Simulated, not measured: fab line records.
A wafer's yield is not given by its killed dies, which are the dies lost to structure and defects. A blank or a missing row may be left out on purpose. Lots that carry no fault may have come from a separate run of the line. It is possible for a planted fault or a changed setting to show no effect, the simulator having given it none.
fab line records ; flow sky130
record: lots: 15; wafers: 43; lastDay: 50
route steps=708 shown FIELD_ISO@25
lots with no fault: from the same line, run without faults
startH: start of the lot's first displayed wafer, in hours after the record's first day ; waitH: hours from the lot's prior step to this one ; " as in the row above ; L1.1+2: one row covering several wafers at once ; - no value, or no start given ; * or withheld: withheld ; < > ~ a bound
route shown NAME@n: a module of which the file shows steps, and the number in the route of the first ; usual: average and standard deviation across the fault-free wafers ; same: alike in all rows ; chamber/n: place in a boat ; sites: readings site by site ; _std_site: standard deviation of those values ; _edge_site: outer sites' mean less inner sites' ; radiusMm: how far each site lies from the wafer's centre ; mask NAME#n: copy n ; behind: the most recent tool/chamber to have shaped the wafer ; hold: why the lot went on hold/how many hours it stayed there/how the hold came to an end ; device: names the non-switching transistor (n, p or np) ; end of line: tests run on the same wafers once the route is complete ; step lacking rows: just its recipe ; killed: dies lost to structure and defects at the first sort, not the wafer's yield ; map: the dies of a wafer, with x for killed, . for not killed, _ for no die there
set.NAME: the setting as run; set.NAME@STEP: as run at that earlier step ; model.NAME: the simulator's own value behind a step, which no gauge read
the route's steps for a sample of lots (tables are steps, rows are wafers)
services: a tool's chamber out of use, with start hour (startH, from the record's first day; less than 0 if before it), hours out, and reason
== steps ==
step: SKY_FIELD_ISO_CVD_24
recipe: material: SiO2; targetThkNm: 595; tempC: 650; sigmaOpenFrac: 0.3; timeS: 99.2; sih4FlowSccm: 60; pressureMtorr: 6
lot.wafer;tool;chamber;startH;waitH
L980.1+5+6;hdpcvd-01;0,0,1;31.01;0.1
L981.2+4+6;hdpcvd-02;2,2,0;35.36;0.0
L982.1+4+6;hdpcvd-02;0,0,2;41.79;0.1
L983.2+5+6;hdpcvd-01;0,2,1;47.34;0.0
L988.1+2;hdpcvd-02;2,0;71.29;0.1
L989.2+5+6;hdpcvd-02;2,0,2;78.33;0.0
L991.2+6;hdpcvd-02;0,1;88.14;0.0
L992.1+4+5;hdpcvd-01;2,2,1;93.06;0.1
L994.2+4+5;hdpcvd-01;0,1,2;104.38;0.0
L996.3+4+6;hdpcvd-01;2,1,2;114.12;0.0
L997.4+5+6;hdpcvd-01;2,1,0;121.82;0.1
L998.2+4+5;hdpcvd-01;2,2,1;127.86;0.0
L999.2+3+6;hdpcvd-01;1,2,0;131.06;0.0
L101.1+3+5;hdpcvd-01;0,2,2;141.24;0.1
L103.2+4+5;hdpcvd-01;2,2,0;150.13;0.0
step: SKY_FIELD_ISO_THK_MEAS_25
recipe: reads: SiO2_of_FIELD_ISO_CVD_24
usual: FIELD_ISO_CVD_24_THK: 594/5.3
lot.wafer;tool;chamber;startH;waitH;FIELD_ISO_CVD_24_THK[nm]
L980.1;filmMetro-02;-;31.08;0.0;589
L980.5;filmMetro-02;-;31.08;0.0;594
L980.6;filmMetro-02;-;31.08;0.0;594
L981.2;filmMetro-02;-;35.44;0.0;594
L981.4;filmMetro-02;-;35.44;0.0;592
L981.6;filmMetro-02;-;35.44;0.0;599
L982.1;filmMetro-03;-;41.86;0.0;598
L982.4;filmMetro-03;-;41.86;0.0;592
L982.6;filmMetro-03;-;41.86;0.0;596
L983.2;filmMetro-01;-;47.42;0.0;593
L983.5;filmMetro-01;-;47.42;0.0;590
L983.6;filmMetro-01;-;47.42;0.0;589
L988.1;filmMetro-03;-;71.36;0.0;622
L988.2;filmMetro-03;-;71.36;0.0;622
L989.2;filmMetro-03;-;78.41;0.0;624
L989.5;filmMetro-03;-;78.41;0.0;598
L989.6;filmMetro-03;-;78.41;0.0;590
L991.2;filmMetro-01;-;88.22;0.0;623
L991.6;filmMetro-01;-;88.22;0.0;590
L992.1;filmMetro-01;-;93.13;0.0;596
L992.4;filmMetro-01;-;93.13;0.0;601
L992.5;filmMetro-01;-;93.13;0.0;604
L994.2;filmMetro-03;-;104.50;0.1;590
L994.4;filmMetro-03;-;104.50;0.1;595
L994.5;filmMetro-03;-;104.50;0.1;599
L996.3;filmMetro-02;-;114.21;0.1;589
L996.4;filmMetro-02;-;114.21;0.1;600
L996.6;filmMetro-02;-;114.21;0.1;592
L997.4;filmMetro-01;-;121.89;0.0;603
L997.5;filmMetro-01;-;121.89;0.0;605
L997.6;filmMetro-01;-;121.89;0.0;602
L998.2;filmMetro-03;-;127.95;0.0;602
L998.4;filmMetro-03;-;127.95;0.0;598
L998.5;filmMetro-03;-;127.95;0.0;602
L999.2;filmMetro-03;-;131.14;0.0;600
L999.3;filmMetro-03;-;131.14;0.0;594
L999.6;filmMetro-03;-;131.14;0.0;593
L101.1;filmMetro-03;-;141.32;0.0;587
L101.3;filmMetro-03;-;141.32;0.0;593
L101.5;filmMetro-03;-;141.32;0.0;592
L103.2;filmMetro-02;-;150.21;0.0;588
L103.4;filmMetro-02;-;150.21;0.0;597
L103.5;filmMetro-02;-;150.21;0.0;591
== services ==
tool;chamber;startH;hours;kind
hdpcvd-01;-;58.47;1.5;repair
hdpcvd-01;-;66.75;15.0;pm
hdpcvd-01;0;66.75;15.0;ventCycle
hdpcvd-01;1;66.75;15.0;ventCycle
hdpcvd-01;2;66.75;15.0;ventCycle
hdpcvd-01;0;81.75;-;clean
hdpcvd-01;1;81.75;-;clean
hdpcvd-01;2;81.75;-;clean
hdpcvd-02;-;89.85;5.5;pm
hdpcvd-02;1;97.03;17.2;repair
hdpcvd-02;-;119.64;0.6;repair
== key ==
firstSign: step: SKY_FIELD_ISO_THK_MEAS_25; reading: FIELD_ISO_CVD_24_THK; direction: up; sigmas: 5.3; usual: 594; struck: 623
effect none on later readings
metAt SKY_FIELD_ISO_CVD_24
struckLots L988,L989,L991
struckWafers L988.1,L988.2,L989.2,L991.2
testerLeftOut L988,L989,L991
onsetBetween 41.79 71.29
fault: kind: processParameterDrift; tool: hdpcvd-02; chamber: -; onsetH: 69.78; steps: SKY_FIELD_ISO_CVD_24; channel: targetThkNm; offset: 31.867; shape: step; endH: 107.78; scope: struckWafersOnly; actsIn: theseRecipesOnly; stated: 595
testerLeftOut: of these lots the tester's yield and bins aren't shown, on N5 and GAA mostly nor the transistor test; their killed dies are dies lost to structure and defects alone, not to doping, threshold or leakage, so they don't give the yield
